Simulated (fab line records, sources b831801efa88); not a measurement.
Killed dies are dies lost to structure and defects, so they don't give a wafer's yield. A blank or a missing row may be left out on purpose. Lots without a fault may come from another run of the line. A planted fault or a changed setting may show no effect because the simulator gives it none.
fab line records | flow gf180mcu
record lots=14 wafers=42 last_day=34
route steps=602 shown MVPSD@80 VT_IMPLANT@100 SAB@265 M1@316
lots that met no fault: from a run of the same line without faults
start_h: hours from the record's first day to the start of the lot's first wafer shown | wait_h: hours since the lot's step before | " the same as in the row above | L1.1+2: a row that stands for several wafers | - no value, or no start given | * or withheld: withheld | < > ~ a bound
route shown NAME@n: a module of which the file shows steps, and the number in the route of the first | usual: mean/standard deviation of fault-free wafers | same: alike in all rows | chamber/n: place in a boat | sites: the reading at each site | _std_site: their standard deviation | _edge_site: outer sites' mean less inner sites' | radius_mm: how far each site lies from the wafer's centre | mask NAME#n: copy n | behind: the tool/chamber that last shaped the wafer | hold: why the lot was held/for how many hours/how that ended | device: the transistor (n, p or np) that didn't switch | end of line: the same wafers' tests at the end of the route | a step without rows: its recipe alone | killed: dies lost to structure and defects at the first sort, not the wafer's yield | map: a wafer's dies, x killed, . not, _ none there
set.NAME: the setting as run; set.NAME@STEP: as run at that earlier step | model.NAME: the simulator's own value behind a step, which no gauge read
steps of the route over a sample of lots; a table a step, a row a wafer
services: from which hour (start_h, from the record's first day; less than 0 if before it) a tool's chamber was out of use, for how many hours, and why
## steps
# step GF_MVPSD_COAT_02
# recipe spin_rpm=2000 resist_thk_nm=3000
# usual chill_plate_temp_C=23.01/0.11 dispense_pressure_kPa=52.2/1.1
# columns lot.wafer tool chamber start_h wait_h chill_plate_temp_C dispense_pressure_kPa
L105.1 litho_track-02 0 111.88 0.1 23.02 51.4
L105.5 " 0 " " 22.89 51.4
L105.6 " 0 " " 22.87 51.4
L106.2 litho_track-03 - 118.05 0.1 - -
L106.5 " - " " - -
L106.6 " - " " - -
L107.1 litho_track-02 - 123.38 0.1 - -
L107.5 " - " " - -
L107.6 " - " " - -
L113.1 litho_track-03 0 161.13 0.1 22.95 52.2
L113.3 " 0 " " 22.89 52.3
L113.4 " 0 " " 22.94 52.2
L114.1 litho_track-04 0 165.09 0.1 23.06 54.3
L114.3 " 0 " " 23.04 54.3
L114.4 " 0 " " 23.11 54.2
L115.2 litho_track-02 0 172.70 0.1 22.94 51.4
L115.4 " 0 " " 22.98 51.4
L115.6 " 0 " " 22.89 51.4
L116.1 litho_track-02 0 177.73 0.1 23.16 51.4
L116.4 " 0 " " 22.90 51.4
L116.6 " 0 " " 23.00 51.4
L118.1 litho_track-04 0 190.34 0.1 23.19 54.2
L118.3 " 0 " " 22.98 54.3
L118.5 " 0 " " 23.05 54.3
L119.2 litho_track-04 0 195.17 0.1 23.05 54.3
L119.3 " 0 " " 23.09 54.2
L119.5 " 0 " " 22.99 54.3
L120.1 litho_track-02 0 201.73 0.1 23.16 51.4
L120.2 " 0 " " 23.11 51.4
L120.4 " 0 " " 23.26 51.3
L121.2 litho_track-02 0 209.00 0.1 22.96 51.3
L121.3 " 0 " " 22.97 51.3
L121.4 " 0 " " 23.12 51.4
L122.1 litho_track-02 0 213.53 0.1 22.97 51.4
L122.3 " 0 " " 22.92 51.3
L122.6 " 0 " " 23.18 51.3
L123.2 litho_track-02 0 220.25 0.1 22.79 51.4
L123.3 " 0 " " 22.92 51.4
L123.4 " 0 " " 22.79 51.4
L124.1 litho_track-02 0 223.98 0.1 23.04 51.3
L124.2 " 0 " " 23.04 51.4
L124.5 " 0 " " 23.10 51.3
# step GF_MVPSD_OVL_MEAS_07
# usual MVPSD_OVL=0.0/1.6
# columns lot.wafer tool chamber start_h wait_h MVPSD_OVL[nm]
L105.1 overlay-02 - 119.33 - 0.5
L105.5 " - " " -1.4
L105.6 " - " " -0.6
L106.2 overlay-01 - 125.68 - -
L106.5 " - " " -
L106.6 " - " " -
L107.1 overlay-02 - 131.18 - -
L107.5 " - " " -
L107.6 " - " " -
L113.1 overlay-02 - 169.48 - -1.6
L113.3 " - " " -0.5
L113.4 " - " " -0.5
L114.1 overlay-02 - 173.28 - -0.8
L114.3 " - " " -1.2
L114.4 " - " " 0.0
L115.2 overlay-02 - 180.93 - 2.6
L115.4 " - " " -0.6
L115.6 " - " " 1.1
L116.1 overlay-01 - 186.13 - -0.4
L116.4 " - " " -0.7
L116.6 " - " " -0.7
L118.1 overlay-01 - 199.09 - -0.3
L118.3 " - " " 1.7
L118.5 " - " " -1.5
L119.2 overlay-01 - 203.73 - -1.1
L119.3 " - " " -1.1
L119.5 " - " " -0.6
L120.1 overlay-01 - 210.88 - -0.7
L120.2 " - " " 0.6
L120.4 " - " " -0.6
L121.2 overlay-01 - 218.03 - 1.8
L121.3 " - " " 1.4
L121.4 " - " " 1.2
L122.1 overlay-01 - 222.38 - -1.8
L122.3 " - " " -1.6
L122.6 " - " " -1.0
L123.2 overlay-01 - 229.70 - -1.4
L123.3 " - " " -1.2
L123.4 " - " " -0.1
L124.1 overlay-01 - 232.93 - -0.6
L124.2 " - " " 0.9
L124.5 " - " " -1.9
# step GF_VT_IMPLANT_TW_MEAS_10
# usual VT_IMPLANT_TW=562/4.4
# columns lot.wafer tool chamber start_h wait_h VT_IMPLANT_TW
L105.1 film_metro-01 - 135.47 0.1 564
L105.5 " - " " 565
L105.6 " - " " 565
L106.2 film_metro-02 - 141.17 0.1 694
L106.5 " - " " 699
L106.6 " - " " 695
L107.1 film_metro-04 - 146.81 0.1 684
L107.5 " - " " 685
L107.6 " - " " 681
L113.1 film_metro-02 - 186.16 0.1 559
L113.3 " - " " 560
L113.4 " - " " 560
L114.1 film_metro-04 - 190.41 0.1 555
L114.3 " - " " 554
L114.4 " - " " 557
L115.2 film_metro-02 - 198.42 0.1 561
L115.4 " - " " 557
L115.6 " - " " 561
L116.1 film_metro-01 - 203.99 0.2 567
L116.4 " - " " 569
L116.6 " - " " 562
L118.1 film_metro-04 - 216.96 0.1 558
L118.3 " - " " 559
L118.5 " - " " 560
L119.2 film_metro-04 - 221.77 0.1 558
L119.3 " - " " 559
L119.5 " - " " 556
L120.1 film_metro-01 - 228.56 0.1 574
L120.2 " - " " 572
L120.4 " - " " 571
L121.2 film_metro-04 - 236.12 0.1 555
L121.3 " - " " 555
L121.4 " - " " 559
L122.1 film_metro-02 - 240.66 0.1 560
L122.3 " - " " 565
L122.6 " - " " 564
L123.2 film_metro-01 - 248.07 0.1 567
L123.3 " - " " 568
L123.4 " - " " 569
L124.1 film_metro-04 - 251.56 0.1 561
L124.2 " - " " 561
L124.5 " - " " 560
# step GF_VT_IMPLANT_TW_MEAS_32
# usual VT_IMPLANT_3_TW=268.1/2.5
# columns lot.wafer tool chamber start_h wait_h VT_IMPLANT_3_TW
L105.1 film_metro-02 - 166.81 0.1 266.9
L105.5 " - " " 266.3
L105.6 " - " " 265.7
L106.2 film_metro-04 - 172.97 0.1 562.5
L106.5 " - " " 560.0
L106.6 " - " " 559.2
L107.1 film_metro-04 - 178.31 0.1 558.4
L107.5 " - " " 563.0
L107.6 " - " " 558.6
L113.1 film_metro-02 - 221.11 0.1 268.6
L113.3 " - " " 267.6
L113.4 " - " " 267.5
L114.1 film_metro-04 - 224.91 0.1 264.5
L114.3 " - " " 265.2
L114.4 " - " " 265.3
L115.2 film_metro-02 - 233.37 0.1 266.9
L115.4 " - " " 267.9
L115.6 " - " " 269.0
L116.1 film_metro-01 - 239.61 0.1 273.0
L116.4 " - " " 272.2
L116.6 " - " " 271.8
L118.1 film_metro-02 - 253.46 0.1 269.1
L118.3 " - " " 269.4
L118.5 " - " " 268.0
L119.2 film_metro-01 - 258.27 0.1 270.7
L119.3 " - " " 270.6
L119.5 " - " " 271.7
L120.1 film_metro-01 - 265.76 0.1 269.8
L120.2 " - " " 270.7
L120.4 " - " " 270.7
L121.2 film_metro-01 - 273.72 0.1 271.7
L121.3 " - " " 271.2
L121.4 " - " " 271.9
L122.1 film_metro-01 - 279.91 0.1 270.6
L122.3 " - " " 270.1
L122.6 " - " " 269.5
L123.2 film_metro-02 - 286.52 0.1 264.6
L123.3 " - " " 266.9
L123.4 " - " " 267.9
L124.1 film_metro-02 - 289.71 0.1 266.7
L124.2 " - " " 267.1
L124.5 " - " " 267.6
# step GF_SAB_THK_MEAS_01
# recipe reads=SiO2_of_SAB_CVD_00
# usual SAB_CVD_00_THK=49.9/0.55
# columns lot.wafer tool chamber start_h wait_h SAB_CVD_00_THK[nm]
L105.1 film_metro-01 - 348.90 0.0 49.9
L105.5 " - " " 49.7
L105.6 " - " " 50.4
L106.2 film_metro-01 - 360.29 0.0 49.3
L106.5 " - " " 50.1
L106.6 " - " " 50.4
L107.1 film_metro-03 - 368.13 0.0 48.8
L107.5 " - " " 49.5
L107.6 " - " " 49.9
L113.1 film_metro-03 - 421.70 0.0 49.8
L113.3 " - " " 49.6
L113.4 " - " " 50.6
L114.1 film_metro-03 - 429.13 0.0 50.3
L114.3 " - " " 49.5
L114.4 " - " " 50.4
L115.2 film_metro-03 - 437.44 0.0 49.0
L115.4 " - " " 50.2
L115.6 " - " " 49.6
L116.1 film_metro-03 - 449.13 0.0 49.1
L116.4 " - " " 50.2
L116.6 " - " " 49.3
L118.1 film_metro-01 - 465.73 0.0 49.3
L118.3 " - " " 49.0
L118.5 " - " " 50.0
L119.2 film_metro-02 - 470.59 0.0 49.9
L119.3 " - " " 49.9
L119.5 " - " " 49.9
L120.1 film_metro-02 - 481.08 0.0 49.4
L120.2 " - " " 49.0
L120.4 " - " " 49.9
L121.2 film_metro-03 - 489.04 0.0 49.6
L121.3 " - " " 49.6
L121.4 " - " " 50.5
L122.1 film_metro-02 - 495.28 0.0 49.5
L122.3 " - " " 49.9
L122.6 " - " " 50.8
L123.2 film_metro-01 - 505.76 0.0 50.1
L123.3 " - " " 49.7
L123.4 " - " " 50.6
L124.1 film_metro-01 - 512.33 0.0 50.1
L124.2 " - " " 50.1
L124.5 " - " " 50.6
# step GF_M1_SPUTTER_01
# recipe material=TiN target_thk_nm=30 power_w=6500 time_s=25 chamber_pressure_pa=0.4
# usual throttle_valve_pct=30.1/1.2
# columns lot.wafer tool chamber start_h wait_h throttle_valve_pct
L105.1 pvd_sputter-04 - 397.13 0.1 31.5
L105.5 " - " " 28.7
L105.6 " - " " 31.4
L106.2 pvd_sputter-04 - 408.24 0.1 31.2
L106.5 " - " " 28.4
L106.6 " - " " 31.3
L107.1 pvd_sputter-04 - 416.83 0.1 30.8
L107.5 " - " " 28.6
L107.6 " - " " 31.3
L113.1 pvd_sputter-04 - 472.13 0.1 31.0
L113.3 " - " " 28.5
L113.4 " - " " 31.2
L114.1 pvd_sputter-03 - 480.52 0.1 30.0
L114.3 " - " " 28.0
L114.4 " - " " 29.7
L115.2 pvd_sputter-04 - 488.33 0.1 30.8
L115.4 " - " " 31.3
L115.6 " - " " 30.8
L116.1 pvd_sputter-03 - 499.03 0.1 27.9
L116.4 " - " " 29.9
L116.6 " - " " 28.0
L118.1 pvd_sputter-04 - 515.69 0.1 31.5
L118.3 " - " " 28.7
L118.5 " - " " 31.2
L119.2 pvd_sputter-03 - 520.78 0.1 29.9
L119.3 " - " " 30.0
L119.5 " - " " 28.0
L120.1 pvd_sputter-04 - 530.43 0.1 28.5
L120.2 " - " " 30.4
L120.4 " - " " 30.9
L121.2 pvd_sputter-04 - 538.19 0.1 30.7
L121.3 " - " " 31.3
L121.4 " - " " 28.4
L122.1 pvd_sputter-03 - 543.43 0.1 29.7
L122.3 " - " " 30.2
L122.6 " - " " 29.8
L123.2 pvd_sputter-01 - 553.81 0.1 31.0
L123.3 " - " " 30.4
L123.4 " - " " 30.4
L124.1 pvd_sputter-04 - 560.63 0.1 30.7
L124.2 " - " " 31.4
L124.5 " - " " 31.3
# step GF_M1_SPUTTER_03
# recipe material=Ti target_thk_nm=10 substrate_temp_c=300 chamber_pressure_pa=0.3 power_w=3000 time_s=6.7
# usual throttle_valve_pct=30.1/1.2
# columns lot.wafer tool chamber start_h wait_h throttle_valve_pct
L105.1 pvd_sputter-04 - 397.19 0.0 31.3
L105.5 " - " " 28.7
L105.6 " - " " 31.3
L106.2 pvd_sputter-04 - 408.31 0.0 31.6
L106.5 " - " " 28.7
L106.6 " - " " 31.4
L107.1 pvd_sputter-04 - 416.89 0.0 30.7
L107.5 " - " " 28.5
L107.6 " - " " 31.3
L113.1 pvd_sputter-04 - 472.19 0.0 30.8
L113.3 " - " " 28.6
L113.4 " - " " 31.5
L114.1 pvd_sputter-03 - 480.58 0.0 30.0
L114.3 " - " " 28.0
L114.4 " - " " 29.9
L115.2 pvd_sputter-04 - 488.39 0.0 30.9
L115.4 " - " " 31.4
L115.6 " - " " 30.7
L116.1 pvd_sputter-03 - 499.09 0.0 28.2
L116.4 " - " " 30.2
L116.6 " - " " 27.8
L118.1 pvd_sputter-04 - 515.75 0.0 31.2
L118.3 " - " " 28.5
L118.5 " - " " 31.2
L119.2 pvd_sputter-03 - 520.84 0.0 29.8
L119.3 " - " " 30.1
L119.5 " - " " 27.9
L120.1 pvd_sputter-04 - 530.49 0.0 28.8
L120.2 " - " " 30.8
L120.4 " - " " 30.6
L121.2 pvd_sputter-04 - 538.25 0.0 30.9
L121.3 " - " " 31.0
L121.4 " - " " 28.5
L122.1 pvd_sputter-03 - 543.49 0.0 29.8
L122.3 " - " " 30.1
L122.6 " - " " 29.7
L123.2 pvd_sputter-01 - 553.87 0.0 31.1
L123.3 " - " " 30.1
L123.4 " - " " 30.5
L124.1 pvd_sputter-04 - 560.69 0.0 30.9
L124.2 " - " " 31.3
L124.5 " - " " 31.2
## services
# columns tool chamber start_h hours kind
pvd_sputter-03 - 94.39 3.5 repair
pvd_sputter-01 - 97.38 5.0 repair
pvd_sputter-04 3 119.42 - consumable_replace:kit
pvd_sputter-04 3 119.42 18.0 scheduled_down
pvd_sputter-04 3 119.42 18.0 vent_cycle
pvd_sputter-03 - 126.53 1.4 repair
litho_track-02 - 134.95 - consumable_replace:filter
pvd_sputter-01 - 159.55 4.6 repair
pvd_sputter-04 - 206.22 4.4 repair
pvd_sputter-03 - 215.59 2.6 repair
pvd_sputter-03 1 227.36 - consumable_replace:kit
pvd_sputter-03 1 227.36 18.0 scheduled_down
pvd_sputter-03 1 227.36 18.0 vent_cycle
pvd_sputter-04 2 324.35 - consumable_replace:kit
pvd_sputter-04 2 324.35 18.0 scheduled_down
pvd_sputter-04 2 324.35 18.0 vent_cycle
pvd_sputter-03 0 396.35 - consumable_replace:kit
pvd_sputter-03 0 396.35 18.0 scheduled_down
pvd_sputter-03 0 396.35 18.0 vent_cycle
pvd_sputter-03 - 415.81 3.2 repair
pvd_sputter-01 1 455.98 - consumable_replace:kit
pvd_sputter-04 1 515.81 - consumable_replace:kit
pvd_sputter-04 1 515.81 18.0 scheduled_down
pvd_sputter-04 1 515.81 18.0 vent_cycle
## key
first_sign step=GF_MVPSD_COAT_02 reading=tool_record direction=missing
effect step=GF_MVPSD_OVL_MEAS_07 reading=MVPSD_OVL direction=missing
effect step=GF_VT_IMPLANT_TW_MEAS_10 reading=VT_IMPLANT_TW direction=up sigmas=29 usual=562 struck=690
effect step=GF_VT_IMPLANT_TW_MEAS_32 reading=VT_IMPLANT_3_TW direction=up sigmas=99+ usual=268.1 struck=560.3
met_at GF_MVPSD_COAT_02
struck_lots L106,L107
sort_left_out L106.2,L106.5,L106.6,L107.1,L107.5,L107.6
tester_left_out L106,L107
not_acting_at GF_SAB_THK_MEAS_01,GF_M1_SPUTTER_01,GF_M1_SPUTTER_03
onset_between 111.88 118.05
fault kind=skipped_step_whole tool=litho_track-02,litho_track-03 chamber=- onset_h=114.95 steps=GF_MVPSD_COAT_02 scope=struck_lots_only
# tester_left_out: of these lots the tester's yield and bins aren't shown, on N5 and GAA mostly nor the transistor test; their killed dies are dies lost to structure and defects alone, not to doping, threshold or leakage, so they don't give the yield
# sort_left_out: the simulated sort isn't trusted on such a fault, so these wafers' sort isn't shown, and their yield isn't known
